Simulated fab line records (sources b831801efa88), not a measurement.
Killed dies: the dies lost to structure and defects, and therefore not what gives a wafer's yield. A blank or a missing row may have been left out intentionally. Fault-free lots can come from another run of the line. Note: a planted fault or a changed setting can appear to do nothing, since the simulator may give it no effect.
8D (eight disciplines) problem report, filled in by code || flow gf180mcu || the parts of the form that need people (team, actions taken, sign-off) are left out

## 1. WHAT IS WRONG
Wafers without a fault read 280.3 nm, standard deviation 1.1; cdNm at GF_M5_CD_MEAS_07 reads a mean of 262.4 nm on 9 wafers belonging to 3 lots. That puts it -16 standard deviations away from the usual mean.
The step: target cd 280 nm.
The first sign was on wafer L625.3 at day 28 18:20, on cdSem-01. The record holds 39 wafers of 13 lots with a number at this step. The rule behind "out" and "out of limits": a value lying over 4 standard deviations away from the usual mean. Any other wafer with a number is counted as sound.

## 2. WHAT IT IS; WHAT IT IS NOT
{"question": "which readings at this step", "is": "cdNm", "is not": "-"}
{"question": "which lots", "is": "L625, L626, L628", "is not": "L618, L621, L629, L630, L631, L632, L637, L638, L639, L640"}
{"question": "which wafers of those lots", "is": "all that have a number", "is not": "-"}
{"question": "read on which gauges", "is": "cdSem-01", "is not": "cdSem-02"}
{"question": "when", "is": "from day 28 18:20", "is not": "up to then (6 sound wafers); but 24 sound wafers of L629, L630, L631, L632, L637, L638, L639, L640 came after"}

## 3. SUSPECTS, AND WHAT RULES EACH OUT
Counting: a tool stays on the suspect list if, at a process step up to the reading, it processed all lots that are out and no sound lot following the first of them.
- the gauge at GF_M5_CD_MEAS_07: ruled out. All the wafers that are out were read on cdSem-01, but those of them that GF_M5_PEB_05 has rows for are out there too, on other tools.
- lithoTrack-01 at GF_M5_PEB_05 (peb time 90 s): ruled out as a lasting fault. Following L625 (day 28 17:53), the first lot on it that is out, the sound lots L637, L639, L638, L640 were run on it.
Left after counting: nothing in the record.

## 4. THE CAUSE (what the simulator had put in)
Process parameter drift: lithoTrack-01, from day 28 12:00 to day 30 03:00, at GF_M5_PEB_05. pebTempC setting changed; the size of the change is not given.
Counting ruled it out, wrongly: the rule takes a fault to strike every lot that its tool runs from its start on, and this one did not.

## 5. THE EFFECT CHAIN, in route order
Each row: a reading whose mean over the struck wafers that have a number lies more than 3 standard deviations from the usual. Only readings for which the record gives a usual standard deviation are gone through. hours: the time from each lot's start at the first step in this table that gives one to its start at this step, as a median over the lots. sigmas: the change in usual standard deviations.
{"hours": 0, "step": "GF_M5_PEB_05", "reading": "heaterPowerTotalW", "usual": "85.70 W", "on struck wafers": 96.85, "change": "+11.15", "sigmas": "+99 or more"}
{"hours": 0, "step": "GF_M5_PEB_05", "reading": "plateTempC", "usual": "135.03 C", "on struck wafers": 148.30, "change": "+13.27", "sigmas": "+99 or more"}
{"hours": 0, "step": "GF_M5_CD_MEAS_07", "reading": "cdNm", "usual": "280.3 nm", "on struck wafers": 262.4, "change": -17.9, "sigmas": -16}
Process steps it contains:
- GF_M5_PEB_05: peb time 90 s.

## 6. HOW IT WOULD HAVE BEEN CAUGHT EARLIER
The first out-of-limits reading at a measuring or inspecting step in this record came at day 28 18:20, 6 hours after the fault's start at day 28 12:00.
Tool's own readings at GF_M5_PEB_05, heaterPowerTotalW, plateTempC: out on all struck wafers the step has rows for; an alarm limit on them would have tripped on the first.
